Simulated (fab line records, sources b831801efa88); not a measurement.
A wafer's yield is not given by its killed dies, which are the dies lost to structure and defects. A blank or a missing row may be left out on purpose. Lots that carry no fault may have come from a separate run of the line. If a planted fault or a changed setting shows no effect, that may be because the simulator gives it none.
A struck lot beside a sound one -- flow sfq-line -- 42 steps out of a route of 325
Sound: these wafers, L391.1, L391.2, L391.3. Struck: wafer L388.5 (left out: L388.1, L388.6 of the same lot, which were not struck); the cause appears at the end.
For every step that has rows: the tool of each side, followed by ch and its chambers, followed by its first start. Under that, the readings that differ: sound wafers -- struck wafers -- difference of the means -- sigmas: that difference in standard deviations of wafers without a fault.
alike: readings with means less than 2 such deviations apart, plus words and numbers identical on both sides. not compared: withheld readings, readings lacking a value on some wafer, bounds such as >300 that could conceal the same value, and numbers that have no deviation in the record and whose values overlap.
A row with sigmas, a row that says differs or no value, or rows on one side alone: a step with any of these is where the two part. Numbers that have no deviation but don't overlap get no sigmas and don't part them. A reading that every wafer of one side lacks parts them only if that side has two wafers or more.

first, 6 steps without rows for these wafers: SFQ_TRILAYER_M0_LITHO_COAT_026 (resist thk 62 nm); SFQ_TRILAYER_M0_LITHO_COAT_021 (resist thk 600 nm); SFQ_TRILAYER_M0_LITHO_SOFTBAKE_025; SFQ_TRILAYER_M0_LITHO_EXPOSE_022 (exposes mask M0, target cd 500 nm); SFQ_TRILAYER_M0_LITHO_PEB_024 (peb time 60 s); SFQ_TRILAYER_M0_LITHO_DEVELOP_023 (time 60 s).
SFQ_M0_OVL_MEAS_906:
  sound on overlay-02 at day 12 20:44; struck on overlay-02 at day 11 23:08
  alike: M0_OVL
SFQ_TRILAYER_M0_BARC_OPEN_METAL_ETCH_031: etches BARC in O2, target depth 125 nm, time 41.7 s.
  sound on rie-metal-02 ch 0,1, day 12 20:46; struck on rie-metal-04 ch 0, day 11 23:10
  alike: drypump-motor-current-A, oes-product-au
  not compared: rf-hours-counter-h
then, 3 steps without rows for these wafers: SFQ_TRILAYER_M0_ETCH_METAL_ETCH_024 (etches Nb in Cl2/Ar, stops on SiO2, target depth 240 nm, time 120 s); SFQ_TRILAYER_M0_STRIP_STRIP_025 (strips in O2); SFQ_TRILAYER_M0_STRIP_SOLV_CLEAN_026 (cleans in NMP, time 600 s).
SFQ_TRILAYER_I0_DEP_PECVD_027: deposits SiO2 from SiH4/N2O, time 111.11 s, target thk 500 nm.
  sound on pecvd-04 ch 0,1,2, day 12 21:44; struck on pecvd-01 ch 1, day 12 00:08
  alike: heater-power-w, throttle-valve-pct
SFQ_TRILAYER_I0_CMP_CMP_028: polishes SiO2.
  sound on cmp-01 ch 0,1,2, day 12 22:23; struck on cmp-02 ch 0, day 12 03:41
reading,sound,struck,difference,sigmas
time-to-endpoint-s (s),205 205 229,253,+40,+5
model.SiO2_of_TRILAYER_I0_DEP_PECVD_027.thk-nm (nm),198.5 199.1 200.5,149.5,-49.9,
  alike: motor-current-A
SFQ_I0_BOW_MEAS_907:
  sound on film-metro-01 at day 13 01:23; struck on film-metro-01 at day 12 05:11
reading,sound,struck,difference,sigmas
I0_BOW (um),5 12 6,-15,-23,-3
SFQ_TRILAYER_I0_METRO_MEASURE_029:
  sound on film-metro-01 at day 13 01:31; struck on film-metro-01 at day 12 05:18
reading,sound,struck,difference,sigmas
thk-nm (nm),198.4 199.0 200.6,149.6,-49.7,-41
then, 6 steps without rows for these wafers: SFQ_TRILAYER_I0_VIA_LITHO_COAT_036 (resist thk 62 nm); SFQ_TRILAYER_I0_VIA_LITHO_COAT_031 (resist thk 650 nm); SFQ_TRILAYER_I0_VIA_LITHO_SOFTBAKE_035; SFQ_TRILAYER_I0_VIA_LITHO_EXPOSE_032 (exposes mask I0, target cd 500 nm); SFQ_TRILAYER_I0_VIA_LITHO_PEB_034 (peb time 60 s); SFQ_TRILAYER_I0_VIA_LITHO_DEVELOP_033 (time 60 s).
-- the record jumps here: 5 days lie between the struck wafers' starts before and after --
SFQ_I0_OVL_MEAS_908:
  sound on overlay-02 at day 17 18:29; struck on overlay-02 at day 17 01:41
  alike: I0_OVL
then, 1 step without rows for these wafers: SFQ_TRILAYER_I0_VIA_BARC_OPEN_VIA_ETCH_046 (etches BARC in O2, target depth 125 nm, time 41.7 s).
SFQ_TRILAYER_I0_VIA_ETCH_VIA_ETCH_034: etches SiO2 in CHF3, stops on Nb, target depth 260 nm.
  sound on rie-diel-01 ch 0,2,3, day 17 18:34; struck on rie-diel-02 ch 0, day 17 01:46
reading,sound,struck,difference,sigmas
oes-product-au (a.u.),0.847 0.853 0.858,0.733,-0.120,-22
model.etch.depth-nm (nm),198.5 199.1 200.5,149.5,-49.9,
model.I0.feature-depth-nm (nm),198.5 199.1 200.5,149.5,-49.9,
  alike: drypump-motor-current-A
SFQ_TRILAYER_I0_VIA_STRIP_STRIP_035: strips in O2.
  sound on rie-metal-02 ch 0,1, day 17 18:41; struck on rie-metal-04 ch 0, day 17 01:53
reading,sound,struck,difference,sigmas
oes-product-au (a.u.),0.991 0.989 0.979,1.011,+0.025,+3
  alike: drypump-motor-current-A, platen-temp-c
  not compared: rf-hours-counter-h
then, 1 step without rows for these wafers: SFQ_TRILAYER_I0_VIA_STRIP_SOLV_CLEAN_036 (cleans in NMP, time 600 s).
SFQ_TRILAYER_M1_DEP_PRE_CLEAN_038: time 22.5 s.
  sound on pvd-sputter-04 at day 17 19:27; struck on pvd-sputter-04 at day 17 02:39
reading,sound,struck,difference,sigmas
model.SiO2_of_TRILAYER_I0_DEP_PECVD_027.thk-nm (nm),191 191.6 193,142,-50,
SFQ_TRILAYER_M1_DEP_SPUTTER_037: material Nb, target thk 200 nm, time 133.3 s.
  sound on pvd-sputter-04 at day 17 19:29; struck on pvd-sputter-04 at day 17 02:41
  alike: cathode-dc-power-W, throttle-valve-pct
SFQ_M1_RS_MEAS_909: a four-point-probe measurement.
  sound on film-metro-02 at day 17 19:34; struck on film-metro-02 at day 17 02:46
  alike: M1_NB_RS
then, 6 steps without rows for these wafers: SFQ_TRILAYER_M1_LITHO_COAT_044 (resist thk 62 nm); SFQ_TRILAYER_M1_LITHO_COAT_039 (resist thk 600 nm); SFQ_TRILAYER_M1_LITHO_SOFTBAKE_043; SFQ_TRILAYER_M1_LITHO_EXPOSE_040 (exposes mask M1, target cd 500 nm); SFQ_TRILAYER_M1_LITHO_PEB_042 (peb time 60 s); SFQ_TRILAYER_M1_LITHO_DEVELOP_041 (time 60 s).
-- the record jumps here: 5 days lie between the struck wafers' starts before and after --
SFQ_M1_OVL_MEAS_911:
  sound on overlay-01 at day 22 18:08; struck on overlay-02 at day 21 21:17
reading,sound,struck,difference,sigmas
M1_OVL (nm),-12 -8 -14,4,+15,+3
then, 1 step without rows for these wafers: SFQ_TRILAYER_M1_BARC_OPEN_METAL_ETCH_054 (etches BARC in O2, target depth 125 nm, time 41.7 s).
SFQ_TRILAYER_M1_ETCH_METAL_ETCH_042: etches Nb in Cl2/Ar, stops on SiO2, target depth 240 nm, time 120 s.
  sound on rie-metal-03 ch 0,1, day 22 18:14; struck on rie-metal-01 ch 0, day 21 21:23
  alike: drypump-motor-current-A, oes-product-au
  not compared: rf-hours-counter-h
then, 3 steps without rows for these wafers: SFQ_TRILAYER_M1_STRIP_STRIP_043 (strips in O2); SFQ_TRILAYER_M1_STRIP_SOLV_CLEAN_044 (cleans in NMP, time 600 s); SFQ_TRILAYER_I1_DEP_PECVD_045 (deposits SiO2 from SiH4/N2O, time 111.11 s, target thk 500 nm).
-- the record jumps here: 62 days lie between the struck wafers' starts before and after --
SFQ_M8_BOW_MEAS_951:
  sound on film-metro-02 at day 87 15:05; struck on film-metro-02 at day 83 15:02
reading,sound,struck,difference,sigmas
M8_BOW (um),2 7 2,-21,-25,-2
model.etest.i0.link-ohm,1.955 1.95 1.973,1.916,-0.043,

== WHERE THEY PART ==
First at SFQ_TRILAYER_I0_CMP_CMP_028; last, within this record, at SFQ_M8_BOW_MEAS_951.

WHY: the cause the simulator had injected
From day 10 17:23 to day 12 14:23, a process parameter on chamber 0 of cmp-02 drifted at SFQ_TRILAYER_I0_CMP_CMP_028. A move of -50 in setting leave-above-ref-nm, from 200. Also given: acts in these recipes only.
